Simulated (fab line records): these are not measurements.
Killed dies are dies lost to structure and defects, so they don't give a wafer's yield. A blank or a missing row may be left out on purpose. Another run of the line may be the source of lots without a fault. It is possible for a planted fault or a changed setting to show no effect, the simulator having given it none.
Struck lot and sound lot, side by side + flow sky130 + 13 steps out of a route of 708
Sound: the wafers L601.2, L601.4, L601.5. Wafers L605.1, L605.5 were the ones struck. The cause is named last.
Order at every step that has rows: each side's tool, ch and its chambers, its first start. Under that, the readings that differ: sound wafers + struck wafers + difference of the means + sigmas: that difference in standard deviations of wafers without a fault.
alike: readings with means less than 2 such deviations apart, plus words and numbers identical on both sides. not compared: withheld readings, readings lacking a value on some wafer, bounds such as >300 that could conceal the same value, and numbers that have no deviation in the record and whose values overlap.
Wherever a step has rows on one side only, a row that says differs or no value, or a row with sigmas, the two part there. Non-overlapping numbers with no deviation appear without sigmas and do not part them. A reading that every wafer of one side lacks parts them only if that side has two wafers or more.

first, 2 steps without rows for these wafers: SKY_VIA4_PEB_09; SKY_VIA4_DEVELOP_10 (develop time 60 s).
SKY_VIA4_OVL_MEAS_11:
  struck on overlay-01, day 45 13:59; sound on overlay-01, day 43 11:23
| reading       | sound        | struck    | difference | sigmas |
|---------------|--------------|-----------|------------|--------|
| VIA4_OVL (nm) | 1.9 0.4 -0.2 | -3.5 -2.5 | -3.7       | -3     |
SKY_VIA4_ETCH_12: etches SiO2 in C4F8/O2/Ar, stops on TiN, target depth 580 nm.
  sound on rie-diel-01 ch 0,1,3, day 43 11:25; struck on rie-diel-02 ch 1,2, day 45 14:01
  alike: bias-w, oes-product-au
SKY_VIA4_STRIP_13: strips in O2/N2.
  sound on plasma-asher-01 ch 0,1, day 43 11:29; struck on plasma-asher-03 ch 0,1, day 45 14:05
  alike: drypump-motor-current-A, oes-product-au, strip-time-to-endpoint-s
  not compared: rf-hours-counter-h
then, 3 steps without rows for these wafers: SKY_VIA4_STRIP_14 (strips in post etch residue remover, time 1200 s); SKY_VIA4_CLEAN_15 (cleans in IPA, time 180 s); SKY_VIA4_CLEAN_16 (cleans in O3/DIW).
SKY_VIA4_SPUTTER_17: material TiN, target thk 20 nm, time 80 s.
  struck on pvd-sputter-02, day 45 14:42; sound on pvd-sputter-01, day 43 12:04
  alike: throttle-valve-pct
SKY_VIA4_CVD_18: deposits W, target thk 505 nm, time 152.14 s.
  sound on cvd-w-02 ch 0,1, day 43 12:08; struck on cvd-w-02 ch 1, day 45 14:46
  alike: chamber-pressure-Torr, heater-power-w
SKY_VIA4_RS_MEAS_19: measures by four-point-probe.
  struck on film-metro-01, day 45 14:55; sound on film-metro-01, day 43 12:19
  alike: VIA4_W_RS
SKY_VIA4_THK_MEAS_20: measures by xrf.
  struck on film-metro-01, day 45 15:02; sound on film-metro-01, day 43 12:25
  alike: VIA4_W_THK
SKY_VIA4_CMP_21: polishes, stops on SiO2, t overpolish 25 s, target thk 0 nm.
  sound on cmp-02 ch 0,3, day 43 12:31; struck on cmp-01 ch 1,3, day 45 15:11
  no value came back on the struck wafers for any of 6 readings (edge-zone-pressure-frac, head-pressure-psi (psi) and others); on the sound wafers edge-zone-pressure-frac reads 0.996 0.998 0.999
| reading                                  | sound             | struck      | difference | sigmas |
|------------------------------------------|-------------------|-------------|------------|--------|
| model.W_of_VIA4_CVD_18.thk-nm (nm)       | 0 0 0             | 507.9 505.4 | +506.6     |        |
| model.SiO2_of_VIA4_HDPCVD_00.thk-nm (nm) | 573.2 572.5 573.7 | 577.8 578.6 | +5.1       |        |

## WHERE THEY PART
At SKY_VIA4_OVL_MEAS_11 first; at SKY_VIA4_CMP_21 last (within this record only).

WHY: what had been put in by the simulator
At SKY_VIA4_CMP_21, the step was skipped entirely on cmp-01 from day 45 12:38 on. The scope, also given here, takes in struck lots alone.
